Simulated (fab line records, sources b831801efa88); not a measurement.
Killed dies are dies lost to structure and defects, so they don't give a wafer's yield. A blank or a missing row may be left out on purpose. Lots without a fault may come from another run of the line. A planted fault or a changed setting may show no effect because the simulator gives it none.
A struck lot beside a sound one | flow sky130 | 43 steps out of a route of 708
Sound: wafers L330.1, L330.2, L330.3. Struck: wafer L342.2. (L342.1, L342.5 of the same lot were not struck and are left out.) The cause comes at the end.
At each step with rows: each side's tool, then ch and its chambers, then its first start. Under that, the readings that differ: sound wafers | struck wafers | difference of the means | sigmas: that difference in standard deviations of wafers without a fault.
alike: readings whose means differ by less than 2 such deviations, and words and numbers that are the same on both sides. not compared: withheld readings, readings that some wafer has no value for, bounds like >300 that may hide the same value, and numbers for which the record gives no deviation and whose values overlap.
The two part at a step that has a row with sigmas, a row that says differs or no value, or rows on one side only. Numbers that don't overlap but have no deviation are shown without sigmas and don't part them. A reading that every wafer of one side lacks parts them only if that side has two wafers or more.

first, 1 step without rows for these wafers: SKY_VIA2_CMP_02 (polishes SiO2).
SKY_VIA2_BOW_MEAS_03:
  sound on film_metro-01, day 35 06:41; struck on film_metro-02, day 39 14:26
  alike: VIA2_BOW
then, 8 steps without rows for these wafers: SKY_VIA2_DEHYDRATE_04 (time 60 s); SKY_VIA2_HMDS_05 (prime time 60 s); SKY_VIA2_COAT_06 (resist thk 58.82 nm); SKY_VIA2_COAT_07 (resist thk 450 nm); SKY_VIA2_SOFTBAKE_08 (time 90 s); SKY_VIA2_EXPOSE_09 (exposes mask VIM2, target cd 200 nm); SKY_VIA2_PEB_10; SKY_VIA2_DEVELOP_11 (develop time 60 s).
SKY_VIA2_CD_MEAS_12: target cd 200 nm.
  sound on cd_sem-01, day 36 08:40; struck on cd_sem-01, day 40 14:10
  alike: cd_nm
SKY_VIA2_OVL_MEAS_13:
  sound on overlay-01, day 36 08:47; struck on overlay-01, day 40 14:17
  alike: VIA2_OVL
SKY_VIA2_ETCH_14: etches BARC in N2/H2, stops on SiO2, time 45.9 s, target depth 60 nm.
  sound on rie_diel-03 ch 0,1,3, day 36 08:50; struck on rie_diel-04 ch 3, day 40 14:19
  alike: drypump_motor_current_A, h2_flow_sccm, oes_product_au, throttle_valve_pct
  not compared: rf_hours_counter_h
SKY_VIA2_ETCH_15: etches SiO2 in C4F8/O2/Ar, stops on TiN, target depth 546 nm, time 84 s.
  sound on rie_diel-03 ch 0,1,3, day 36 08:52; struck on rie_diel-04 ch 3, day 40 14:22
  alike: oes_product_au
  not compared: rf_hours_counter_h
then, 5 steps without rows for these wafers: SKY_VIA2_STRIP_16 (strips in O2/N2); SKY_VIA2_STRIP_17 (strips in post etch residue remover, time 1200 s); SKY_VIA2_CLEAN_18 (cleans in IPA, time 180 s); SKY_VIA2_CLEAN_19 (cleans in O3/DIW); SKY_VIA2_SPUTTER_20 (material TiN, target thk 20 nm, time 80 s).
SKY_VIA2_CVD_21: deposits W, target thk 420 nm, time 126.4 s.
  sound on cvd_w-02 ch 0,1, day 36 09:37; struck on cvd_w-01 ch 0, day 40 15:07
  alike: heater_power_w
SKY_VIA2_RS_MEAS_22: measures by four-point-probe.
  sound on film_metro-01, day 36 09:45; struck on film_metro-01, day 40 15:15
  alike: VIA2_W_RS
SKY_VIA2_THK_MEAS_23: measures by xrf.
  sound on film_metro-01, day 36 09:52; struck on film_metro-01, day 40 15:22
  alike: VIA2_W_THK
then, 5 steps without rows for these wafers: SKY_VIA2_CMP_24 (polishes, stops on SiO2, t overpolish 20 s, target thk 0 nm); SKY_METAL3_SPUTTER_00 (material Ti, target thk 15 nm, time 10 s); SKY_METAL3_SPUTTER_01 (material TiN, target thk 20 nm, time 16.7 s); SKY_METAL3_SPUTTER_02 (material AlCu, target thk 735 nm, time 39.1 s); SKY_METAL3_SPUTTER_03 (material Ti, target thk 5 nm, time 3.3 s).
SKY_METAL3_SPUTTER_04: material TiN, target thk 70 nm, time 58.3 s.
  sound on pvd_sputter-02, day 36 10:20; struck on pvd_sputter-02, day 40 15:50
  alike: cathode_dc_power_W, throttle_valve_pct
SKY_CAPM_CVD_00: deposits SiO2, target thk 15.5 nm.
  sound on pecvd-01 ch 0,1,2, day 36 10:23; struck on pecvd-03 ch 1, day 40 15:53
  alike: heater_power_w
SKY_CAPM_THK_MEAS_01:
  sound on film_metro-04, day 36 10:24; struck on film_metro-04, day 40 15:55
  alike: CAPM_CVD_00_THK
SKY_CAPM_SPUTTER_02: material TiN, target thk 200 nm, time 166.7 s.
  sound on pvd_sputter-01, day 36 10:28; struck on pvd_sputter-03, day 40 15:58
  reading                | sound          | struck | difference | sigmas
  throttle_valve_pct (%) | 29.0 29.7 30.3 | 32.2   | +2.5       | +3
  alike: cathode_dc_power_W
SKY_CAPM_RS_MEAS_03: measures by four-point-probe.
  sound on film_metro-02, day 36 10:34; struck on film_metro-02, day 40 16:04
  alike: CAPM_TIN_RS
SKY_CAPM_THK_MEAS_04: measures by xrf.
  sound on film_metro-02, day 36 10:41; struck on film_metro-02, day 40 16:11
  alike: CAPM_TIN_THK
then, 7 steps without rows for these wafers: SKY_CAPM_DEHYDRATE_05 (time 60 s); SKY_CAPM_HMDS_06 (prime time 60 s); SKY_CAPM_COAT_07 (resist thk 1140 nm); SKY_CAPM_SOFTBAKE_08 (time 60 s); SKY_CAPM_EXPOSE_09 (exposes mask CAPM, target cd 1000 nm); SKY_CAPM_PEB_10; SKY_CAPM_DEVELOP_11 (develop time 60 s).
SKY_CAPM_OVL_MEAS_12:
  sound on overlay-02, day 37 11:59; struck on overlay-01, day 41 15:38
  alike: CAPM_OVL
then, 1 step without rows for these wafers: SKY_CAPM_METAL_ETCH_13 (etches TiN in Cl2/BCl3, stops on SiO2, target depth 220 nm, time 62.9 s).
-- the record jumps here: 7 days lie between the struck wafers' starts before and after (it left off in module CAPM and takes up again in module PAD_OPEN, whose first step shown is number 708 of the route) --
SKY_PAD_OPEN_PROBE_99:
  sound on prober-02, day 45 17:28; struck on prober-02, day 49 02:11
  reading                               | sound              | struck | difference | sigmas
  defect_limited_yield (%)              | 81.3 83.1 83.5     | 73.2   | -9.4       | -4
  killed_at_M0_to_M3                    | 42 47 44           | 85     | +41        | +5
  killed_at_M4_up                       | 1 0 3              | 6      | +5         | +3
  killed_dies                           | 92 83 81           | 132    | +47        | +5
  sort_bin_3_pad_short (%)              | 0.4 1.4 1.4        | 3.5    | +2.4       | +6
  sort_bin_5_function (%)               | 11.6 9.6 10.0      | 15.7   | +5.3       | +3
  sort_n_pass                           | 400 409 411        | 360    | -47        | -5
  sort_yield_pct (%)                    | 81.3 83.1 83.5     | 73.2   | -9.4       | -4
  model.etest.tester.sort_n_pass        | 400 409 411        | 360    | -47        |
  model.etest.tester.sort_yield_pct (%) | 81.3 83.13 83.54   | 73.17  | -9.49      |
  model.etest.tester.sort_bin_5_pct (%) | 11.59 9.553 9.959  | 15.65  | +5.28      |
  model.etest.tester.sort_bin_3_pct (%) | 0.4065 1.423 1.423 | 3.455  | +2.371     |
  alike: killed_at_contacts, killed_at_front_end, killed_at_other, killed_open, killed_short, sort_bin_6_memory

WHERE THEY PART
First at SKY_CAPM_SPUTTER_02; last, within this record, at SKY_PAD_OPEN_PROBE_99.

WHY: what the simulator had put in
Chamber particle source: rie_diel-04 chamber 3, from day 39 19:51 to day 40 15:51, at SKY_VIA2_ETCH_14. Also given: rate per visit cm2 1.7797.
